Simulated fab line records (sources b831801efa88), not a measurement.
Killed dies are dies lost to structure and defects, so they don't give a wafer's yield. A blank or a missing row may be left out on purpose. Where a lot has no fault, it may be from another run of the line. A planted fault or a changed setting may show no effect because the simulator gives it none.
A lot that was struck, set against a sound lot    flow sky130    15 steps out of a route of 708
Sound: wafers L793.4, L793.5, L793.6. Struck: wafer L796.4. (L796.1, L796.6 of the same lot were not struck and are left out.) The cause comes at the end.
For every step that has rows: the tool of each side, followed by ch and its chambers, followed by its first start. Under that, the readings that differ: sound wafers    struck wafers    difference of the means    sigmas: that difference in standard deviations of wafers without a fault.
alike: same words and numbers on both sides, and readings whose means sit less than 2 such deviations apart. not compared: any withheld reading, any reading some wafer has no value for, any bound like >300 that may hide the same value, and any number with overlapping values for which the record gives no deviation.
The two part at a step that has a row with sigmas, a row that says differs or no value, or rows on one side only. Numbers that have no deviation but don't overlap get no sigmas and don't part them. A reading missing from all wafers of one side parts the sides only when that side holds two or more wafers.

first, 4 steps without rows for these wafers: SKY_LI_CONTACT_SOFTBAKE_08 (time 90 s); SKY_LI_CONTACT_EXPOSE_09 (exposes mask LICM1, target cd 170 nm); SKY_LI_CONTACT_PEB_10; SKY_LI_CONTACT_DEVELOP_11 (develop time 60 s).
SKY_LI_CONTACT_CD_MEAS_12: the cd target is 170 nm.
  sound on cdSem-02, day 29 01:28; struck on cdSem-02, day 30 12:20
  alike: cdNm
SKY_LI_CONTACT_OVL_MEAS_13:
  sound on overlay-01, day 29 01:32; struck on overlay-01, day 30 12:28
  alike: LI_CONTACT_OVL
SKY_LI_CONTACT_ETCH_14: etches BARC in N2/H2, stops on SiO2, time 45.9 s, target depth 60 nm.
  sound on rieDiel-03 ch 0,1,3, day 29 01:34; struck on rieDiel-04 ch 0, day 30 12:30
  alike: biasW, drypumpMotorCurrentA, n2FlowSccm, oesProductAu, throttleValvePct
  not compared: rfHoursCounterH
SKY_LI_CONTACT_ETCH_15: etches PSG in C4F8/O2/Ar, stops on Si, target depth 600 nm.
  sound on rieDiel-03 ch 0,1,3, day 29 01:36; struck on rieDiel-04 ch 0, day 30 12:32
  alike: biasW, oesProductAu
SKY_LI_CONTACT_STRIP_16: strips in O2/N2.
  sound on plasmaAsher-02 ch 0,1, day 29 01:43; struck on plasmaAsher-02 ch 1, day 30 12:38
  alike: drypumpMotorCurrentA, n2FlowSccm, oesProductAu, stripTimeToEndpointS
  not compared: rfHoursCounterH
then, 2 steps without rows for these wafers: SKY_LI_CONTACT_CLEAN_17 (cleans in NMP, time 600 s); SKY_LI_CONTACT_PRE_CLEAN_18 (time 5.6 s).
SKY_LI_CONTACT_SPUTTER_19: material Ti, target thk 20 nm, time 106.37 s.
  sound on pvdSputter-01, day 29 01:59; struck on pvdSputter-01, day 30 12:55
  alike: throttleValvePct
SKY_LI_CONTACT_SPUTTER_20: material TiN, target thk 20 nm, time 80 s.
  sound on pvdSputter-01, day 29 02:04; struck on pvdSputter-01, day 30 13:00
reading                                        sound            struck  difference  sigmas
model.TiN_of_LI_CONTACT_SPUTTER_20.thkNm (nm)  20.28 19.9 20.2  34.73   +14.60      
  alike: throttleValvePct
SKY_LI_CONTACT_CVD_21: deposits W, target thk 400 nm, time 120.56 s.
  sound on cvdW-01 ch 0,1, day 29 02:10; struck on cvdW-01 ch 0, day 30 13:04
  alike: heaterPowerW, susceptorTempC
-- the record jumps here: 16 days lie between the struck wafers' starts before and after (it left off in module LI_CONTACT and takes up again in module PAD_OPEN, whose first step shown is number 708 of the route) --
SKY_PAD_OPEN_PROBE_99:
  sound on prober-01, day 45 19:49; struck on prober-02, day 46 23:05
reading                       sound            struck  difference  sigmas
killedAtOther                 0 0 0            1       +1          +2
model.etest.liconNdiff.rcOhm  187 184.3 181.8  199.5   +15.1       
  alike: killed_at_M0_to_M3, killed_at_M4_up, killedAtContacts, killedAtFrontEnd, killedDies, killedOpen, killedShort
  not compared: model.etest.liconPoly.rcOhm

WHERE THEY PART
Only at SKY_PAD_OPEN_PROBE_99, within this record.

WHY: what the simulator had put in
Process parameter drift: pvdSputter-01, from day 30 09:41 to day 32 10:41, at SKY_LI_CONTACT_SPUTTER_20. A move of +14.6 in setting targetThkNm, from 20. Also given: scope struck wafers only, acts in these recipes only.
